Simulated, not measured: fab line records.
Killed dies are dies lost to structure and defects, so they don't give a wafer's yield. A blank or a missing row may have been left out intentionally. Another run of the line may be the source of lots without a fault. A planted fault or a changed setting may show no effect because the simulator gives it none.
Struck lot and sound lot, side by side -- flow gf180mcu -- 26 out of 602 route steps
Sound: wafers L822.2, L822.3, L822.6. Struck: wafers L816.1, L816.5 (left out: L816.4, a lot-mate that was not struck); the cause follows at the end.
Order at every step that has rows: each side's tool, ch and its chambers, its first start. Under that, the readings that differ: sound wafers -- struck wafers -- difference of the means -- sigmas: that difference in standard deviations of wafers without a fault.
alike: readings with means less than 2 such deviations apart, plus words and numbers identical on both sides. not compared: withheld readings, readings lacking a value on some wafer, bounds such as >300 that could conceal the same value, and numbers that have no deviation in the record and whose values overlap.
Wherever a step has rows on one side only, a row that says differs or no value, or a row with sigmas, the two part there. Numbers that don't overlap but have no deviation are shown without sigmas and don't part them. A reading missing from all wafers of one side parts the sides only when that side holds two or more wafers.

first, 6 steps without rows for these wafers: GF_TOP_METAL_HMDS_08 (prime time 60 s); GF_TOP_METAL_COAT_09 (resist thk 1500 nm); GF_TOP_METAL_SOFTBAKE_10 (time 60 s); GF_TOP_METAL_EXPOSE_11 (exposes mask MetalTop, target cd 440 nm); GF_TOP_METAL_PEB_12; GF_TOP_METAL_DEVELOP_13 (develop time 60 s).
GF_TOP_METAL_CD_MEAS_14 targets a cd of 440 nm.
  struck on cd_sem-01, day 30 11:06; sound on cd_sem-01, day 32 07:28
  alike: cd_nm
GF_TOP_METAL_OVL_MEAS_15:
  struck on overlay-02, day 30 11:13; sound on overlay-02, day 32 07:35
reading,sound,struck,difference,sigmas
TOP_METAL_OVL (nm),-1.2 -0.1 -1.6,0.8 3.3,+3.0,+2
GF_TOP_METAL_METAL_ETCH_16: etches the open film in Cl2/BCl3, stops on SiO2, target depth 1077.5 nm, time 179.6 s.
  sound on rie_metal-01 ch 0,1, day 32 07:37; struck on rie_metal-02 ch 0, day 30 11:16
  alike: bcl3_flow_sccm, bias_w, drypump_motor_current_A, oes_product_au, rf_fwd_power_W, throttle_valve_pct
  not compared: rf_hours_counter_h
GF_TOP_METAL_STRIP_17: strips in O2/N2.
  sound on plasma_asher-03 ch 0,1, day 32 07:47; struck on plasma_asher-03 ch 1, day 30 11:29
  alike: drypump_motor_current_A, heater_power_w, oes_product_au, strip_time_to_endpoint_s
  not compared: rf_hours_counter_h
then, 2 steps without rows for these wafers: GF_TOP_METAL_STRIP_18 (strips in post etch residue remover, time 1200 s); GF_TOP_METAL_CLEAN_19 (cleans in DIW).
GF_PASSIVATION_CVD_00: deposits SiO2 from TEOS, target thk 1000 nm, time 111.95 s.
  sound on pecvd-04 ch 0,1,2, day 32 08:19; struck on pecvd-02 ch 1,2, day 30 12:01
reading,sound,struck,difference,sigmas
model.SiO2_of_PASSIVATION_CVD_00.thk_nm (nm),998.2 1018 1017,829 817.5,-188,
  alike: heater_power_w, rf_fwd_power_W
GF_PASSIVATION_THK_MEAS_01:
  struck on film_metro-04, day 30 12:06; sound on film_metro-02, day 32 08:25
reading,sound,struck,difference,sigmas
PASSIVATION_CVD_00_THK (nm),998 1018 1017,829 817,-188,-13
GF_PASSIVATION_CVD_02: deposits Si3N4, target thk 700 nm, time 486.18 s.
  sound on pecvd-02 ch 0,1,2, day 32 08:28; struck on pecvd-03 ch 1, day 30 12:10
  alike: heater_power_w, rf_fwd_power_W
GF_PASSIVATION_THK_MEAS_03:
  struck on film_metro-03, day 30 12:27; sound on film_metro-03, day 32 08:46
reading,sound,struck,difference,sigmas
PASSIVATION_CVD_02_THK (nm),673 675 683,704 706,+28,+3
then, 7 steps without rows for these wafers: GF_PASSIVATION_DEHYDRATE_04 (time 60 s); GF_PASSIVATION_HMDS_05 (prime time 60 s); GF_PASSIVATION_COAT_06 (resist thk 4000 nm); GF_PASSIVATION_SOFTBAKE_07; GF_PASSIVATION_EXPOSE_08 (exposes mask Pad, target cd 40000 nm); GF_PASSIVATION_PEB_09; GF_PASSIVATION_DEVELOP_10 (develop time 60 s).
GF_PASSIVATION_ETCH_11: etches the open film in CF4/O2, stops on TiN, target depth 1800 nm, time 400 s.
  sound on rie_diel-04 ch 1,3, day 33 01:34; struck on rie_diel-04 ch 0,3, day 31 06:07
reading,sound,struck,difference,sigmas
oes_product_au (a.u.),0.947 0.963 0.964,0.902 0.898,-0.058,-8
model.etch.depth_nm (nm),1671 1693 1700,1532 1523,-160,
model.PASSIVATION.feature_depth_nm (nm),1671 1693 1700,1532 1523,-160,
  alike: bias_w, drypump_motor_current_A, rf_fwd_power_W, throttle_valve_pct
  not compared: rf_hours_counter_h
GF_PASSIVATION_STRIP_12: strips in O2/N2.
  sound on plasma_asher-02 ch 0, day 33 01:48; struck on plasma_asher-03 ch 0,1, day 31 06:21
  alike: drypump_motor_current_A, heater_power_w, oes_product_au, strip_time_to_endpoint_s
  not compared: rf_hours_counter_h
GF_PASSIVATION_PROBE_99:
  sound wafers here have rows in the record (prober-01, day 33 03:34); struck ones have none

## WHERE THEY PART
At GF_TOP_METAL_OVL_MEAS_15 first; at GF_PASSIVATION_PROBE_99 last (within this record only).

WHY: what the simulator had put in
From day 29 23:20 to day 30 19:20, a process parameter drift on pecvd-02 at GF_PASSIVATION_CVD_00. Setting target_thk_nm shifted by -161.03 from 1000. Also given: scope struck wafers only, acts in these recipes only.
